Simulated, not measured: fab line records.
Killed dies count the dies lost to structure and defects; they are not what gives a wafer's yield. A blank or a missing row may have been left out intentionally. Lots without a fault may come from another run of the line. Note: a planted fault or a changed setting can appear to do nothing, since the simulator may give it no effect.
fab line records | flow gf180mcu
[record] lots = 24 wafers = 72 last-day = 34
route steps=602 shown LVPWELL@138 M2@379 V2@408 V3@451 V5@557 TOP_METAL@569
lots that met no fault: from a run of the same line without faults
start-h: the number of hours between the record's first day and the start of the first shown wafer of the lot | wait-h: how many hours have passed since the lot's step before this one | " as in the row above | L1.1+2: a single row standing in for several wafers | - either no value or no given start | * or withheld: withheld | < > ~ a bound
route shown NAME@n: a module of which the file shows steps, and the number in the route of the first | usual: the fault-free wafers' mean and standard deviation | same: alike in all rows | chamber/n: place in a boat | sites: per-site readings | _std_site: the values' standard deviation | _edge_site: mean of outer sites minus mean of inner sites | radius-mm: for every site, how far away it sits from the centre of the wafer | mask NAME#n: copy n | behind: the most recent tool/chamber to have shaped the wafer | hold: cause of the lot's hold/its duration in hours/its outcome | device: transistor that didn't switch, given as n, p or np | end of line: the tests these same wafers got at the end of their route | a step with no rows: only its recipe | killed: not the wafer's yield, but the dies lost to structure and defects at the first sort | map: per-die view of a wafer (x killed, . not killed, _ where there is no die)
set.NAME: the setting that was run; set.NAME@STEP: the one run at that earlier step | model.NAME: the simulator's own value behind a step, which no gauge read
the route's steps for a sample of lots (tables are steps, rows are wafers)
services: the hour from which a tool's chamber was out of use, counted from the record's first day as start-h (under 0 if before that day), plus the number of hours and why
[[steps]]
[step GF_VT_IMPLANT_RS_MEAS_48]
[recipe] thk-meas-gauge = four-point-probe
[usual] LVPWELL_RS = 1196.1/3
// columns lot.wafer tool chamber start-h wait-h LVPWELL_RS[ohm/sq]
L074.2 film-metro-04 - 154.92 0.1 1199.8
L074.3 " - " " 1197.4
L074.6 " - " " 1199.3
L075.1 film-metro-02 - 169.29 0.1 1200.4
L075.2 " - " " 1200.5
L075.4 " - " " 1202.7
L076.2 film-metro-02 - 173.34 0.1 1200.0
L076.5 " - " " 1202.6
L076.6 " - " " 1200.5
L077.3 film-metro-01 - 173.91 0.1 1194.6
L077.4 " - " " 1191.3
L077.5 " - " " 1196.2
L078.1 film-metro-01 - 187.05 0.1 1196.0
L078.4 " - " " 1191.9
L078.5 " - " " 1196.1
L080.1 film-metro-01 - 197.64 0.1 1195.1
L080.2 " - " " 1194.1
L080.3 " - " " 1193.3
L079.3 film-metro-01 - 198.71 0.1 1193.3
L079.4 " - " " 1197.6
L079.6 " - " " 1194.7
L081.1 film-metro-01 - 204.27 0.1 1196.7
L081.2 " - " " 1195.4
L081.6 " - " " 1194.3
L082.1 film-metro-04 - 213.52 0.1 1194.8
L082.3 " - " " 1198.7
L082.5 " - " " 1195.5
L083.1 film-metro-02 - 221.34 0.1 1192.4
L083.2 " - " " 1194.4
L083.4 " - " " 1193.6
L084.1 film-metro-01 - 224.98 0.1 1197.7
L084.3 " - " " 1196.9
L084.5 " - " " 1198.2
L085.3 film-metro-04 - 232.07 0.1 1192.3
L085.4 " - " " 1193.1
L085.6 " - " " 1195.3
L086.1 film-metro-02 - 237.38 0.1 1198.4
L086.3 " - " " 1199.0
L086.6 " - " " 1196.7
L087.1 film-metro-01 - 244.33 0.1 1194.8
L087.2 " - " " 1193.1
L087.5 " - " " 1194.6
L088.1 film-metro-02 - 252.28 0.1 1199.4
L088.2 " - " " 1199.1
L088.3 " - " " 1198.9
L089.3 film-metro-01 - 257.62 0.1 1197.3
L089.4 " - " " 1200.6
L089.5 " - " " 1198.1
L090.1 film-metro-02 - 263.70 0.1 1195.7
L090.2 " - " " 1191.9
L090.3 " - " " 1195.3
L091.1 film-metro-02 - 270.93 0.1 1197.9
L091.3 " - " " 1197.2
L091.5 " - " " 1196.9
L092.3 film-metro-01 - 280.16 0.1 1198.4
L092.4 " - " " 1197.6
L092.5 " - " " 1197.5
L093.3 film-metro-02 - 284.42 0.1 1193.9
L093.4 " - " " 1191.7
L093.5 " - " " 1190.0
L094.4 film-metro-04 - 292.71 0.1 1194.3
L094.5 " - " " 1196.6
L094.6 " - " " 1196.5
L095.2 film-metro-02 - 299.25 0.1 1195.8
L095.3 " - " " 1195.9
L095.5 " - " " 1196.3
L096.3 film-metro-02 - 306.52 0.1 1191.6
L096.4 " - " " 1194.7
L096.5 " - " " 1194.6
L097.2 film-metro-04 - 313.15 0.1 1196.4
L097.3 " - " " 1194.7
L097.5 " - " " 1197.0
[step GF_M2_STRIP_17]
[recipe] chemistry = O2/N2 power-w = 1400 pressure-mtorr = 1500 platen-temp-c = 250 o2-flow-sccm = 3000 n2-flow-sccm = 300 overash-fraction = 0.5
[usual] drypump-motor-current-A = 5.4/0.32 heater-power-w = 317/21 oes-product-au = 0.539/0.0062 strip-time-to-endpoint-s = 7.40/0.078
// columns lot.wafer tool chamber start-h wait-h drypump-motor-current-A heater-power-w oes-product-au rf-hours-counter-h strip-time-to-endpoint-s
L074.2 plasma-asher-01 0 432.87 0.1 5.0 326 0.533 76 7.34
L074.3 " 0 " " 5.0 324 0.527 - 7.34
L074.6 " 1 " " 5.2 275 0.536 - 7.39
L075.1 plasma-asher-02 0 454.49 0.1 5.6 339 0.533 2 7.26
L075.2 " 1 " " 5.3 309 0.538 2 7.42
L075.4 " 1 " " 5.3 311 0.536 - 7.28
L076.2 plasma-asher-02 0 458.30 0.2 5.6 329 0.535 3 7.39
L076.5 " 0 " " 5.5 355 0.536 - 7.41
L076.6 " 1 " " 5.3 305 0.536 - 7.41
L077.3 plasma-asher-01 1 461.13 0.2 5.2 275 0.538 - 7.40
L077.4 " 0 " " 5.0 325 0.540 - 7.43
L077.5 " 1 " " 5.2 282 0.537 - 7.44
L078.1 plasma-asher-01 1 481.17 0.1 5.2 280 0.524 81 7.22
L078.4 " 1 " " 5.2 290 0.542 - 7.45
L078.5 " 1 " " 5.2 280 0.545 - 7.46
L080.1 plasma-asher-01 1 493.59 0.1 5.2 286 0.536 82 7.46
L080.2 " 0 " " 5.0 331 0.532 82 7.28
L080.3 " 1 " " 5.2 285 0.533 - 7.41
L079.3 plasma-asher-02 1 496.62 0.1 5.3 307 0.546 - 7.40
L079.4 " 0 " " 5.6 339 0.531 - 7.26
L079.6 " 1 " " 5.2 310 0.523 - 7.24
L081.1 plasma-asher-02 0 504.42 0.1 5.6 331 0.542 8 7.39
L081.2 " 1 " " 5.3 305 0.542 8 7.44
L081.6 " 1 " " 5.3 319 0.544 - 7.39
L082.1 plasma-asher-01 1 513.59 0.1 5.2 283 0.540 84 7.46
L082.3 " 1 " " 5.2 280 0.544 - 7.50
L082.5 " 1 " " 5.2 274 0.543 - 7.43
L083.1 plasma-asher-04 0 525.12 0.1 6.0 331 0.545 41 7.43
L083.2 " 1 " " 5.6 325 0.529 41 7.28
L083.4 " 1 " " 5.7 327 0.531 - 7.31
L084.1 plasma-asher-02 0 530.44 0.1 5.6 335 0.547 10 7.42
L084.3 " 0 " " 5.6 333 0.537 - 7.44
L084.5 " 1 " " 5.3 308 0.550 - 7.42
L085.3 plasma-asher-04 1 539.95 0.1 5.6 330 0.535 - 7.47
L085.4 " 0 " " 6.0 326 0.538 - 7.51
L085.6 " 1 " " 5.6 331 0.541 - 7.53
L086.1 plasma-asher-04 1 548.20 0.2 5.6 325 0.533 43 7.38
L086.3 " 1 " " 5.6 334 0.537 - 7.38
L086.6 " 1 " " 5.6 329 0.541 - 7.37
L087.1 plasma-asher-04 1 554.40 0.2 5.7 329 0.549 44 7.48
L087.2 " 0 " " 5.9 320 0.550 44 7.44
L087.5 " 0 " " 6.0 327 0.537 - 7.44
L088.1 plasma-asher-04 1 561.50 0.2 5.6 323 0.541 45 7.46
L088.2 " 0 " " 6.0 324 0.541 45 7.43
L088.3 " 0 " " 5.9 331 0.545 - 7.42
L089.3 plasma-asher-01 0 566.05 0.1 5.0 323 0.527 - 7.25
L089.4 " 1 " " 5.2 279 0.538 - 7.51
L089.5 " 0 " " 5.0 328 0.540 - 7.50
L090.1 plasma-asher-01 0 575.54 0.1 5.0 322 0.531 91 7.48
L090.2 " 1 " " 5.2 288 0.537 91 7.46
L090.3 " 0 " " 5.0 329 0.537 - 7.49
L091.1 plasma-asher-01 1 582.90 0.2 5.2 284 0.534 92 7.33
L091.3 " 1 " " 5.2 290 0.532 - 7.27
L091.5 " 0 " " 5.0 328 0.532 - 7.30
L092.3 plasma-asher-01 0 593.67 0.1 5.0 338 0.548 - 7.53
L092.4 " 1 " " 5.2 275 0.544 - 7.48
L092.5 " 1 " " 5.2 279 0.539 - 7.50
L093.3 plasma-asher-02 0 598.18 0.2 5.5 336 0.533 - 7.36
L093.4 " 1 " " 5.3 309 0.542 - 7.28
L093.5 " 0 " " 5.5 335 0.537 - 7.32
L094.4 plasma-asher-02 0 604.00 0.1 5.5 339 0.541 - 7.41
L094.5 " 1 " " 5.3 305 0.524 - 7.33
L094.6 " 0 " " 5.5 342 0.536 - 7.41
L095.2 plasma-asher-04 0 611.57 0.1 6.0 321 0.542 50 7.45
L095.3 " 1 " " 5.7 324 0.538 - 7.50
L095.5 " 1 " " 5.6 328 0.537 - 7.45
L096.3 plasma-asher-04 1 617.80 0.1 5.7 330 0.552 - 7.51
L096.4 " 0 " " 6.0 328 0.543 - 7.48
L096.5 " 1 " " 5.6 329 0.539 - 7.49
L097.2 plasma-asher-01 1 625.62 0.1 5.2 285 0.543 96 7.49
L097.3 " 1 " " 5.2 280 0.539 - 7.45
L097.5 " 1 " " 5.2 273 0.548 - 7.43
[step GF_V2_CMP_26]
[recipe] stop-on = SiO2 down-force-psi = 3.5 platen-rpm = 60 t-overpolish-s = 15 target-thk-nm = 0 pad-velocity-m-s = 0.94248
[usual] head-pressure-psi = 3.499/0.007 motor-current-A = 11.0/0.62 overpolish-run-s = 15.001/0.0087 time-to-endpoint-s = 84/5.9
// columns lot.wafer tool chamber start-h wait-h head-pressure-psi motor-current-A overpolish-run-s time-to-endpoint-s
L074.2 cmp-01 0 459.27 0.0 3.497 11.6 15.003 79
L074.3 " 2 " " 3.499 11.7 14.996 83
L074.6 " 1 " " 3.490 10.1 14.993 74
L075.2 cmp-02 2 481.28 0.0 3.504 10.9 15.005 92
L075.4 " 3 " " 3.502 10.1 15.010 90
L075.1 " 1 " " 3.499 11.3 14.999 90
L076.2 cmp-01 1 484.83 0.1 3.504 10.0 15.011 75
L076.5 " 0 " " 3.497 11.8 15.002 79
L076.6 " 1 " " 3.485 10.5 15.001 74
L077.4 cmp-01 3 487.76 0.0 3.503 10.7 15.000 83
L077.3 " 2 " " 3.501 11.4 15.013 83
L077.5 " 0 " " 3.505 11.7 15.024 80
L078.4 cmp-01 2 507.93 0.0 3.516 12.1 15.007 84
L078.1 " 1 " " 3.506 10.2 14.995 76
L078.5 " 3 " " 3.492 10.7 15.010 85
L080.3 cmp-01 3 519.31 0.1 3.499 10.4 15.006 83
L080.1 " 0 " " 3.503 12.4 15.012 84
L080.2 " 1 " " 3.511 10.6 14.994 78
L079.3 cmp-01 0 522.68 0.2 3.491 12.1 15.011 84
L079.4 " 1 " " 3.487 10.2 15.007 75
L079.6 " 1 " " 3.495 10.3 15.000 74
L081.1 cmp-01 1 530.46 0.1 3.493 10.4 14.989 72
L081.2 " 3 " " 3.509 10.4 15.001 83
L081.6 " 2 " " 3.498 11.6 14.986 88
L082.1 cmp-01 3 539.41 0.1 3.490 10.8 15.000 85
L082.3 " 0 " " 3.508 12.1 15.001 81
L082.5 " 0 " " 3.492 12.1 15.009 82
L083.4 cmp-02 0 550.91 0.0 3.502 11.3 15.000 74
L083.2 " 1 " " 3.486 11.1 14.985 85
L083.1 " 3 " " 3.502 10.7 14.984 82
L084.3 cmp-02 1 555.17 0.1 3.505 11.1 15.008 86
L084.1 " 2 " " 3.505 10.1 14.991 86
L084.5 " 0 " " 3.500 10.5 15.021 73
L085.4 cmp-01 0 564.25 0.0 3.500 12.2 15.007 78
L085.3 " 2 " " 3.503 12.1 15.003 83
L085.6 " 0 " " 3.506 12.3 15.005 80
L086.1 cmp-02 0 572.55 0.1 3.494 10.5 14.990 80
L086.3 " 1 " " 3.507 11.0 14.998 95
L086.6 " 3 " " 3.507 10.6 14.998 93
L087.1 cmp-02 0 578.47 0.1 3.502 10.8 14.986 77
L087.2 " 1 " " 3.511 11.1 14.989 92
L087.5 " 3 " " 3.496 11.0 14.985 91
L088.2 cmp-01 0 585.92 0.1 3.487 11.5 14.991 81
L088.1 " 1 " " 3.507 10.7 14.989 79
L088.3 " 2 " " 3.499 11.3 15.005 84
L089.4 cmp-02 1 590.21 0.0 3.497 11.0 15.004 87
L089.3 " 0 " " 3.501 10.9 15.018 80
L089.5 " 1 " " 3.501 11.2 14.994 91
L090.2 cmp-01 2 599.37 0.0 3.490 11.6 14.997 86
L090.1 " 0 " " 3.498 11.8 15.008 84
L090.3 " 1 " " 3.503 10.1 15.009 77
L091.3 cmp-02 2 606.84 0.0 3.505 10.6 14.993 95
L091.1 " 0 " " 3.490 11.0 14.990 83
L091.5 " 3 " " 3.506 10.5 15.001 92
L092.3 cmp-01 3 617.17 0.1 3.502 10.8 15.002 82
L092.4 " 0 " " 3.514 12.3 15.001 79
L092.5 " 3 " " 3.493 10.3 15.009 81
L093.4 cmp-02 1 621.84 0.0 3.487 11.1 15.003 92
L093.3 " 0 " " 3.504 11.3 15.001 78
L093.5 " 2 " " 3.493 10.6 14.987 95
L094.4 cmp-02 0 627.33 0.1 3.500 11.1 14.993 82
L094.6 " 3 " " 3.501 10.5 14.999 88
L094.5 " 0 " " 3.501 11.0 14.990 81
L095.3 cmp-02 0 634.95 0.1 3.496 10.8 14.992 79
L095.2 " 1 " " 3.509 10.8 15.013 94
L095.5 " 3 " " 3.507 10.5 15.012 92
L096.4 cmp-01 1 641.65 0.1 3.498 10.4 15.020 76
L096.3 " 2 " " 3.505 10.9 14.999 84
L096.5 " 1 " " 3.489 10.0 15.004 73
L097.2 cmp-02 2 648.05 0.0 3.502 11.2 14.998 89
L097.3 " 3 " " 3.483 10.3 15.013 88
L097.5 " 2 " " 3.492 11.0 14.998 91
[step GF_V3_SPUTTER_22]
[recipe] material = TiN target-thk-nm = 10 chamber-pressure-pa = 5 power-w = 4000 time-s = 40
[usual] chamber-pressure-pa = 5.000/0.011 throttle-valve-pct = 29.6/0.62
[same] time-s = 40
// columns lot.wafer tool chamber start-h wait-h chamber-pressure-pa throttle-valve-pct
L074.2 pvd-sputter-03 - 510.28 0.0 5.003 29.7
L074.3 " - " " 5.005 30.5
L074.6 " - " " 5.000 29.7
L075.1 pvd-sputter-01 - 531.96 0.0 5.006 29.2
L075.2 " - " " 5.001 28.7
L075.4 " - " " 5.011 29.4
L076.2 pvd-sputter-04 - 534.63 0.0 4.985 30.9
L076.5 " - " " 5.006 29.9
L076.6 " - " " 4.986 29.6
L077.3 pvd-sputter-04 - 537.41 0.0 5.002 29.9
L077.4 " - " " 4.993 29.8
L077.5 " - " " 4.983 30.0
L078.1 pvd-sputter-04 - 556.50 0.0 5.018 31.0
L078.4 " - " " 4.987 29.7
L078.5 " - " " 4.981 29.8
L080.1 pvd-sputter-01 - 566.77 0.0 4.992 28.9
L080.2 " - " " 5.002 29.6
L080.3 " - " " 5.015 29.1
L079.3 pvd-sputter-04 - 570.49 0.0 4.999 29.9
L079.4 " - " " 5.002 29.6
L079.6 " - " " 5.013 29.6
L081.1 pvd-sputter-04 - 577.68 0.0 5.013 30.0
L081.2 " - " " 4.989 29.9
L081.6 " - " " 5.001 30.9
L082.1 pvd-sputter-01 - 586.33 0.0 5.006 29.6
L082.3 " - " " 5.005 28.9
L082.5 " - " " 4.996 28.8
L083.1 pvd-sputter-04 - 596.41 0.0 5.008 29.5
L083.2 " - " " 5.000 29.9
L083.4 " - " " 4.996 30.9
L084.1 pvd-sputter-01 - 600.72 0.0 5.001 29.1
L084.3 " - " " 4.999 28.8
L084.5 " - " " 5.002 28.6
L085.3 pvd-sputter-01 - 609.40 0.0 5.012 28.9
L085.4 " - " " 4.995 29.6
L085.6 " - " " 5.008 28.8
L086.1 pvd-sputter-03 - 617.18 0.0 4.996 29.4
L086.3 " - " " 5.030 30.3
L086.6 " - " " 5.008 29.5
L087.1 pvd-sputter-01 - 622.84 0.0 5.003 28.9
L087.2 " - " " 4.996 29.8
L087.5 " - " " 5.006 28.9
L088.1 pvd-sputter-04 - 630.03 0.0 4.995 29.9
L088.2 " - " " 4.977 29.7
L088.3 " - " " 4.991 29.9
L089.3 pvd-sputter-04 - 634.98 0.0 4.995 29.9
L089.4 " - " " 5.017 31.1
L089.5 " - " " 5.021 31.0
L090.1 pvd-sputter-04 - 643.76 0.0 5.009 30.7
L090.2 " - " " 4.994 30.0
L090.3 " - " " 5.000 29.6
L091.1 pvd-sputter-01 - 650.67 0.0 4.999 28.9
L091.3 " - " " 5.007 29.9
L091.5 " - " " 5.008 28.7
L092.3 pvd-sputter-04 - 659.67 0.0 5.007 29.6
L092.4 " - " " 4.991 29.9
L092.5 " - " " 4.993 29.8
L093.3 pvd-sputter-01 - 664.38 0.0 5.017 29.4
L093.4 " - " " 5.002 28.9
L093.5 " - " " 5.004 29.7
L094.4 pvd-sputter-01 - 670.08 0.0 4.990 29.8
L094.5 " - " " 4.995 29.8
L094.6 " - " " 5.010 29.7
L095.2 pvd-sputter-01 - 676.58 0.0 5.004 28.7
L095.3 " - " " 4.976 29.7
L095.5 " - " " 5.000 29.1
L096.3 pvd-sputter-01 - 682.28 0.0 5.009 29.0
L096.4 " - " " 4.997 29.5
L096.5 " - " " 4.984 29.7
L097.2 pvd-sputter-01 - 688.74 0.0 5.005 29.6
L097.3 " - " " 5.010 28.7
L097.5 " - " " 5.009 29.1
[step GF_V5_ETCH_17]
[recipe] chemistry = C4F8/O2/Ar mask-material = KrF target = SiO2 stop-on = TiN source-w = 1500 bias-w = 1200 pressure-mtorr = 40 c4f8-flow-sccm = withheld O2_flow_sccm = 6 Ar_flow_sccm = 300 time-s = withheld target-depth-a = 8550
[usual] bias-w = 1200/3.9 oes-product-au = 0.859/0.0053
// columns lot.wafer tool chamber start-h wait-h bias-w oes-product-au
L074.2 rie-diel-02 3 - - 1196 0.857
L074.3 " 2 " " 1203 0.852
L074.6 " 2 " " 1205 0.855
L075.1 rie-diel-01 1 - - 1197 0.860
L075.2 " 2 " " 1202 0.848
L075.4 " 0 " " 1197 0.871
L076.2 rie-diel-01 3 - - 1202 0.861
L076.5 " 2 " " 1209 0.865
L076.6 " 1 " " 1207 0.865
L077.3 rie-diel-03 1 - - 1196 0.859
L077.4 " 3 " " 1193 0.851
L077.5 " 1 " " 1200 0.856
L078.1 rie-diel-03 0 - - 1202 0.856
L078.4 " 3 " " 1204 0.855
L078.5 " 2 " " 1201 0.855
L080.1 rie-diel-01 1 - - 1194 0.860
L080.2 " 2 " " 1200 0.861
L080.3 " 3 " " 1201 0.864
L079.3 rie-diel-03 3 - - 1195 0.859
L079.4 " 0 " " 1194 0.861
L079.6 " 3 " " 1193 0.853
L081.1 rie-diel-03 3 - - 1202 0.866
L081.2 " 2 " " 1196 0.857
L081.6 " 2 " " 1202 0.855
L082.1 rie-diel-03 0 - - 1203 0.868
L082.3 " 1 " " 1196 0.860
L082.5 " 1 " " 1199 0.862
L083.1 rie-diel-02 1 - - 1199 0.854
L083.2 " 3 " " 1201 0.865
L083.4 " 2 " " 1194 0.864
L084.1 rie-diel-01 1 - - 1202 0.850
L084.3 " 2 " " 1204 0.861
L084.5 " 0 " " 1203 0.857
L085.3 rie-diel-02 0 - - 1197 0.859
L085.4 " 2 " " 1201 0.855
L085.6 " 3 " " 1197 0.855
L086.1 rie-diel-02 1 - - 1204 0.863
L086.3 " 3 " " 1205 0.854
L086.6 " 2 " " 1202 0.859
L087.1 rie-diel-02 0 - - 1200 0.863
L087.2 " 2 " " 1201 0.865
L087.5 " 2 " " 1198 0.876
L088.1 rie-diel-01 3 - - 1195 0.852
L088.2 " 0 " " 1209 0.859
L088.3 " 2 " " 1198 0.856
L089.3 rie-diel-02 1 - - 1205 0.866
L089.4 " 3 " " 1197 0.857
L089.5 " 1 " " 1203 0.866
L090.1 rie-diel-02 2 - - 1198 0.859
L090.2 " 0 " " 1196 0.861
L090.3 " 1 " " 1199 0.846
L091.1 rie-diel-03 2 - - 1194 0.858
L091.3 " 1 " " 1195 0.867
L091.5 " 2 " " 1195 0.854
L092.3 rie-diel-01 1 - - 1195 0.861
L092.4 " 0 " " 1201 0.857
L092.5 " 0 " " 1200 0.862
L093.3 rie-diel-03 3 - - 1202 0.861
L093.4 " 0 " " 1194 0.860
L093.5 " 3 " " 1200 0.849
L094.4 rie-diel-01 2 - - 1197 0.855
L094.5 " 2 " " 1204 0.858
L094.6 " 1 " " 1199 0.864
L095.2 rie-diel-03 0 - - 1200 0.858
L095.3 " 2 " " 1195 0.849
L095.5 " 2 " " 1198 0.855
L096.3 rie-diel-01 3 - - 1198 0.868
L096.4 " 1 " " 1198 0.851
L096.5 " 2 " " 1196 0.854
L097.2 rie-diel-02 2 - - 1211 0.866
L097.3 " 1 " " 1206 0.863
L097.5 " 0 " " 1205 0.854
[step GF_TOP_METAL_SPUTTER_02]
[recipe] material = AlCu target-thk-nm = 900 power-w = 10600 chamber-pressure-pa = 0.3 substrate-temp-c = 250 gas = Ar time-s = 47.82
[usual] chamber-pressure-pa = 0.3000/0.00058 throttle-valve-pct = 29.6/0.78
[same] time-s = 47.82
// columns lot.wafer tool chamber start-h wait-h chamber-pressure-pa throttle-valve-pct
L074.2 pvd-sputter-03 - 627.35 0.0 0.2990 30.3
L074.3 " - " " 0.2999 29.6
L074.6 " - " " 0.3001 29.4
L075.1 pvd-sputter-01 - 646.34 0.0 0.3004 29.7
L075.2 " - " " 0.3000 29.0
L075.4 " - " " 0.3014 28.9
L076.2 pvd-sputter-01 - 648.59 0.0 0.3002 28.8
L076.5 " - " " 0.2999 28.8
L076.6 " - " " 0.2990 29.6
L077.3 pvd-sputter-03 - 649.85 0.0 0.3000 30.9
L077.4 " - " " 0.3010 29.4
L077.5 " - " " 0.2997 31.0
L078.1 pvd-sputter-03 - 668.00 0.0 0.3003 29.4
L078.4 " - " " 0.3000 29.6
L078.5 " - " " 0.3000 30.6
L080.1 pvd-sputter-02 - 676.77 0.0 0.3000 30.9
L080.2 " - " " 0.3001 28.3
L080.3 " - " " 0.3001 31.1
L079.3 pvd-sputter-03 - 680.87 0.0 0.3003 29.5
L079.4 " - " " 0.3013 30.7
L079.6 " - " " 0.2998 29.3
L081.1 pvd-sputter-01 - 685.83 0.0 0.3001 28.8
L081.2 " - " " 0.2997 28.8
L081.6 " - " " 0.3001 29.5
L082.1 pvd-sputter-03 - 694.62 0.0 0.3002 30.5
L082.3 " - " " 0.2997 29.5
L082.5 " - " " 0.2999 30.5
L083.1 pvd-sputter-01 - 703.20 0.0 0.2992 29.7
L083.2 " - " " 0.3014 28.9
L083.4 " - " " 0.3001 29.7
L084.1 pvd-sputter-01 - 707.07 0.0 0.3007 29.6
L084.3 " - " " 0.3003 29.6
L084.5 " - " " 0.3005 29.7
L085.3 pvd-sputter-03 - 713.78 0.0 0.2999 30.9
L085.4 " - " " 0.3009 30.6
L085.6 " - " " 0.3009 29.5
L086.1 pvd-sputter-02 - 721.64 0.0 0.2996 31.0
L086.3 " - " " 0.3014 31.1
L086.6 " - " " 0.3008 28.4
L087.1 pvd-sputter-01 - 726.16 0.0 0.2998 29.8
L087.2 " - " " 0.3001 29.2
L087.5 " - " " 0.2992 28.7
L088.1 pvd-sputter-01 - 732.91 0.0 0.2998 28.5
L088.2 " - " " 0.3015 28.8
L088.3 " - " " 0.2995 29.6
L089.3 pvd-sputter-03 - 736.75 0.0 0.3006 29.2
L089.4 " - " " 0.2989 30.4
L089.5 " - " " 0.2994 29.5
L090.1 pvd-sputter-02 - 744.08 0.0 0.2995 30.9
L090.2 " - " " 0.2998 31.1
L090.3 " - " " 0.2992 28.3
L091.1 pvd-sputter-03 - 749.89 0.0 0.3001 30.5
L091.3 " - " " 0.3014 29.4
L091.5 " - " " 0.2997 30.9
L092.3 pvd-sputter-01 - 757.42 0.0 0.3000 28.9
L092.4 " - " " 0.2995 29.7
L092.5 " - " " 0.2995 29.8
L093.3 pvd-sputter-03 - 760.46 0.0 0.2997 29.6
L093.4 " - " " 0.3008 30.6
L093.5 " - " " 0.3014 30.5
L095.2 pvd-sputter-03 - 771.62 0.0 0.3004 29.5
L095.3 " - " " 0.3004 30.8
L095.5 " - " " 0.2999 29.7
L094.4 pvd-sputter-01 - 772.22 0.0 0.3008 28.6
L094.5 " - " " 0.3003 28.8
L094.6 " - " " 0.3002 28.9
L096.3 pvd-sputter-01 - 779.16 0.0 0.2995 29.6
L096.4 " - " " 0.2997 29.6
L096.5 " - " " 0.3002 29.8
L097.2 pvd-sputter-01 - 783.85 0.0 0.3004 29.5
L097.3 " - " " 0.3005 28.7
L097.5 " - " " 0.2996 28.9
[[services]]
// columns tool chamber start-h hours kind
pvd-sputter-01 - 410.15 25.2 repair
pvd-sputter-04 - 412.21 11.4 repair
cmp-02 - 425.94 1.2 repair
cmp-02 - 438.51 3.4 repair
pvd-sputter-01 - 438.90 2.9 repair
cmp-01 - 464.46 3.4 repair
cmp-02 - 513.87 15.4 pm
cmp-01 - 520.54 1.5 repair
pvd-sputter-03 - 527.28 3.6 repair
pvd-sputter-04 - 538.64 5.5 repair
cmp-01 - 572.00 4.0 pm
cmp-02 - 635.91 3.6 pm
cmp-02 - 640.26 2.4 repair
cmp-02 - 662.48 1.0 repair
cmp-02 - 682.05 1.4 repair
pvd-sputter-01 - 696.19 2.8 repair
cmp-01 - 699.99 7.5 pm
cmp-02 - 744.60 4.0 pm
cmp-02 - 747.77 3.0 repair
cmp-02 - 762.32 2.2 repair
cmp-01 - 770.23 12.6 pm
cmp-02 - 774.60 1.5 repair
cmp-02 - 775.90 1.3 repair
cmp-02 - 781.86 2.6 repair
[[key]]
fault none
